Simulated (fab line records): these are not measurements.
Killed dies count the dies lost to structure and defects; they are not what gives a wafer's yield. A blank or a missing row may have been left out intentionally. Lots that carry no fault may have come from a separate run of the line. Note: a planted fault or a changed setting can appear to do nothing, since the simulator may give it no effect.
The tool behind it: which one? / flow sky130 / 36 wafers from 12 lots sampled at 3 of the route's 708 steps

## WHAT EACH GAUGE READ, for each wafer
SKY_VIA4_BOW_MEAS_03. Usual: VIA4_BOW gives 79 um (standard deviation 7.7).
lot=L827; measured=day 41 21:16; on=filmMetro-01; VIA4_BOW (um)=61 77 65; flag=
lot=L829; measured=day 42 04:57; on=filmMetro-04; VIA4_BOW (um)=94 92 88; flag=
lot=L828; measured=day 42 08:19; on=filmMetro-03; VIA4_BOW (um)=85 71 76; flag=
lot=L830; measured=day 43 07:51; on=filmMetro-01; VIA4_BOW (um)=86 85 77; flag=
lot=L832; measured=day 43 14:55; on=filmMetro-04; VIA4_BOW (um)=82 85 81; flag=
lot=L835; measured=day 44 11:06; on=filmMetro-04; VIA4_BOW (um)=86 98 73; flag=
lot=L836; measured=day 44 13:10; on=filmMetro-04; VIA4_BOW (um)=74 80 91; flag=
lot=L837; measured=day 45 01:59; on=filmMetro-01; VIA4_BOW (um)=94 90 94; flag=
lot=L838; measured=day 45 10:37; on=filmMetro-01; VIA4_BOW (um)=67 79 79; flag=
lot=L844; measured=day 46 10:08; on=filmMetro-03; VIA4_BOW (um)=85 88 92; flag=
lot=L849; measured=day 47 23:48; on=filmMetro-01; VIA4_BOW (um)=92 77 82; flag=
lot=L850; measured=day 48 06:08; on=filmMetro-01; VIA4_BOW (um)=76 75 84; flag=

## WHICH TOOL RAN EACH LOT (tool, then ch and the chambers of the sampled wafers, then the start)
lot=L827; SKY_POLY_CUT_ETCH_10=rieDiel-01 ch 0,2,3, day 24 04:55; SKY_METAL4_METAL_ETCH_18=rieMetal-03 ch 1, day 41 19:51
lot=L829; SKY_POLY_CUT_ETCH_10=rieDiel-01 ch 2,3, day 24 16:52; SKY_METAL4_METAL_ETCH_18=rieMetal-01 ch 0, day 42 03:30
lot=L828; SKY_POLY_CUT_ETCH_10=rieDiel-02 ch 0,2,3, day 24 18:01; SKY_METAL4_METAL_ETCH_18=rieMetal-02 ch 0,1, day 42 07:00
lot=L830; SKY_POLY_CUT_ETCH_10=rieDiel-03 ch 0,2,3, day 26 02:04; SKY_METAL4_METAL_ETCH_18=rieMetal-03 ch 1, day 43 06:24
lot=L832; SKY_POLY_CUT_ETCH_10=rieDiel-01 ch 1,2,3, day 26 08:31; SKY_METAL4_METAL_ETCH_18=rieMetal-02 ch 0,1, day 43 13:35
lot=L835; SKY_POLY_CUT_ETCH_10=rieDiel-03 ch 0,1, day 27 10:55; SKY_METAL4_METAL_ETCH_18=rieMetal-02 ch 0,1, day 44 09:47
lot=L836; SKY_POLY_CUT_ETCH_10=rieDiel-03 ch 0,2,3, day 27 14:10; SKY_METAL4_METAL_ETCH_18=rieMetal-02 ch 0,1, day 44 11:49
lot=L837; SKY_POLY_CUT_ETCH_10=rieDiel-02 ch 0,1,2, day 28 11:04; SKY_METAL4_METAL_ETCH_18=rieMetal-01 ch 0,1, day 45 00:37
lot=L838; SKY_POLY_CUT_ETCH_10=rieDiel-03 ch 2,3, day 28 18:22; SKY_METAL4_METAL_ETCH_18=rieMetal-03 ch 0,1, day 45 09:16
lot=L844; SKY_POLY_CUT_ETCH_10=rieDiel-01 ch 0,1,2, day 30 03:46; SKY_METAL4_METAL_ETCH_18=rieMetal-02 ch 0,1, day 46 08:49
lot=L849; SKY_POLY_CUT_ETCH_10=rieDiel-01 ch 0,3, day 32 08:07; SKY_METAL4_METAL_ETCH_18=rieMetal-03 ch 0,1, day 47 22:29
lot=L850; SKY_POLY_CUT_ETCH_10=rieDiel-01 ch 0,1,2, day 32 13:07; SKY_METAL4_METAL_ETCH_18=rieMetal-01 ch 0,1, day 48 04:25
- SKY_POLY_CUT_ETCH_10: etches BARC in N2/H2, stops on SiO2, time 45.9 s, target depth 60 nm.
- SKY_METAL4_METAL_ETCH_18: etches the open film in Cl2/BCl3, stops on SiO2, target depth 845 nm, time 183.1 s.

## AS READ BY THE TOOLS THEMSELVES (means over the sampled wafers that have a number; for cases with no such wafer, the mark the record gives instead)
SKY_POLY_CUT_ETCH_10. Usual: chamberPressureMTorr 29.996 mTorr, standard deviation 0.026; drypumpMotorCurrentA 5.7 A, standard deviation 0.53; oesProductAu 0.855 a.u., standard deviation 0.0051; throttleValvePct 13.225 %, standard deviation 0.0096.
lot=L827; tool=rieDiel-01; chamberPressureMTorr (mTorr)=30.011; drypumpMotorCurrentA (A)=6.0; oesProductAu (a.u.)=0.850; throttleValvePct (%)=13.234; flag=
lot=L829; tool=rieDiel-01; chamberPressureMTorr (mTorr)=29.983; drypumpMotorCurrentA (A)=5.6; oesProductAu (a.u.)=0.856; throttleValvePct (%)=13.222; flag=
lot=L828; tool=rieDiel-02; chamberPressureMTorr (mTorr)=30.015; drypumpMotorCurrentA (A)=5.4; oesProductAu (a.u.)=0.852; throttleValvePct (%)=13.221; flag=
lot=L830; tool=rieDiel-03; chamberPressureMTorr (mTorr)=30.012; drypumpMotorCurrentA (A)=5.9; oesProductAu (a.u.)=0.861; throttleValvePct (%)=13.227; flag=
lot=L832; tool=rieDiel-01; chamberPressureMTorr (mTorr)=30.011; drypumpMotorCurrentA (A)=5.5; oesProductAu (a.u.)=0.854; throttleValvePct (%)=13.234; flag=
lot=L835; tool=rieDiel-03; chamberPressureMTorr (mTorr)=29.995; drypumpMotorCurrentA (A)=6.1; oesProductAu (a.u.)=0.855; throttleValvePct (%)=13.231; flag=
lot=L836; tool=rieDiel-03; chamberPressureMTorr (mTorr)=29.980; drypumpMotorCurrentA (A)=5.9; oesProductAu (a.u.)=0.856; throttleValvePct (%)=13.217; flag=
lot=L837; tool=rieDiel-02; chamberPressureMTorr (mTorr)=29.991; drypumpMotorCurrentA (A)=5.5; oesProductAu (a.u.)=0.856; throttleValvePct (%)=13.229; flag=
lot=L838; tool=rieDiel-03; chamberPressureMTorr (mTorr)=29.994; drypumpMotorCurrentA (A)=5.8; oesProductAu (a.u.)=0.852; throttleValvePct (%)=13.225; flag=
lot=L844; tool=rieDiel-01; chamberPressureMTorr (mTorr)=30.031; drypumpMotorCurrentA (A)=5.9; oesProductAu (a.u.)=0.852; throttleValvePct (%)=13.234; flag=
lot=L849; tool=rieDiel-01; chamberPressureMTorr (mTorr)=29.995; drypumpMotorCurrentA (A)=5.6; oesProductAu (a.u.)=0.859; throttleValvePct (%)=13.216; flag=
lot=L850; tool=rieDiel-01; chamberPressureMTorr (mTorr)=30.026; drypumpMotorCurrentA (A)=5.9; oesProductAu (a.u.)=0.860; throttleValvePct (%)=13.231; flag=

SKY_METAL4_METAL_ETCH_18. Usual: chamberPressureMTorr 9.998 mTorr, standard deviation 0.0085; drypumpMotorCurrentA 5.8 A, standard deviation 0.51; oesProductAu 0.867 a.u., standard deviation 0.0065; throttleValvePct 22.264 %, standard deviation 0.01.
lot=L827; tool=rieMetal-03; chamberPressureMTorr (mTorr)=9.999; drypumpMotorCurrentA (A)=5.7; oesProductAu (a.u.)=0.863; throttleValvePct (%)=22.262; flag=
lot=L829; tool=rieMetal-01; chamberPressureMTorr (mTorr)=9.995; drypumpMotorCurrentA (A)=5.4; oesProductAu (a.u.)=0.868; throttleValvePct (%)=22.265; flag=
lot=L828; tool=rieMetal-02; chamberPressureMTorr (mTorr)=9.996; drypumpMotorCurrentA (A)=6.4; oesProductAu (a.u.)=0.866; throttleValvePct (%)=22.258; flag=
lot=L830; tool=rieMetal-03; chamberPressureMTorr (mTorr)=9.994; drypumpMotorCurrentA (A)=5.7; oesProductAu (a.u.)=0.865; throttleValvePct (%)=22.265; flag=
lot=L832; tool=rieMetal-02; chamberPressureMTorr (mTorr)=10.000; drypumpMotorCurrentA (A)=6.4; oesProductAu (a.u.)=0.864; throttleValvePct (%)=22.269; flag=
lot=L835; tool=rieMetal-02; chamberPressureMTorr (mTorr)=9.993; drypumpMotorCurrentA (A)=6.4; oesProductAu (a.u.)=0.865; throttleValvePct (%)=22.258; flag=
lot=L836; tool=rieMetal-02; chamberPressureMTorr (mTorr)=9.993; drypumpMotorCurrentA (A)=6.4; oesProductAu (a.u.)=0.874; throttleValvePct (%)=22.261; flag=
lot=L837; tool=rieMetal-01; chamberPressureMTorr (mTorr)=9.992; drypumpMotorCurrentA (A)=5.2; oesProductAu (a.u.)=0.869; throttleValvePct (%)=22.266; flag=
lot=L838; tool=rieMetal-03; chamberPressureMTorr (mTorr)=10.001; drypumpMotorCurrentA (A)=5.2; oesProductAu (a.u.)=0.865; throttleValvePct (%)=22.262; flag=
lot=L844; tool=rieMetal-02; chamberPressureMTorr (mTorr)=10.004; drypumpMotorCurrentA (A)=6.4; oesProductAu (a.u.)=0.865; throttleValvePct (%)=22.271; flag=
lot=L849; tool=rieMetal-03; chamberPressureMTorr (mTorr)=9.998; drypumpMotorCurrentA (A)=5.5; oesProductAu (a.u.)=0.861; throttleValvePct (%)=22.251; flag=
lot=L850; tool=rieMetal-01; chamberPressureMTorr (mTorr)=9.998; drypumpMotorCurrentA (A)=5.3; oesProductAu (a.u.)=0.871; throttleValvePct (%)=22.267; flag=

## THE ANSWER, worked out from the rows above alone
Rule: a lot is off if the mean of its wafers that have a number lies more than 3 standard deviations from the usual mean. Also off: a lot with no number at a reading for which 4 or more lots have one. All remaining lots with rows at the step are treated as sound. The gauges are gone through in route order, then the tools' own readings, and for those a lot's mean is taken as printed above. At the first step where some lot is off, the reading lying furthest off is the one used; lots without a number count as furthest.
None of the lots is off at any reading shown; this tells nothing.

## WHAT THE SIMULATOR HAD PUT IN
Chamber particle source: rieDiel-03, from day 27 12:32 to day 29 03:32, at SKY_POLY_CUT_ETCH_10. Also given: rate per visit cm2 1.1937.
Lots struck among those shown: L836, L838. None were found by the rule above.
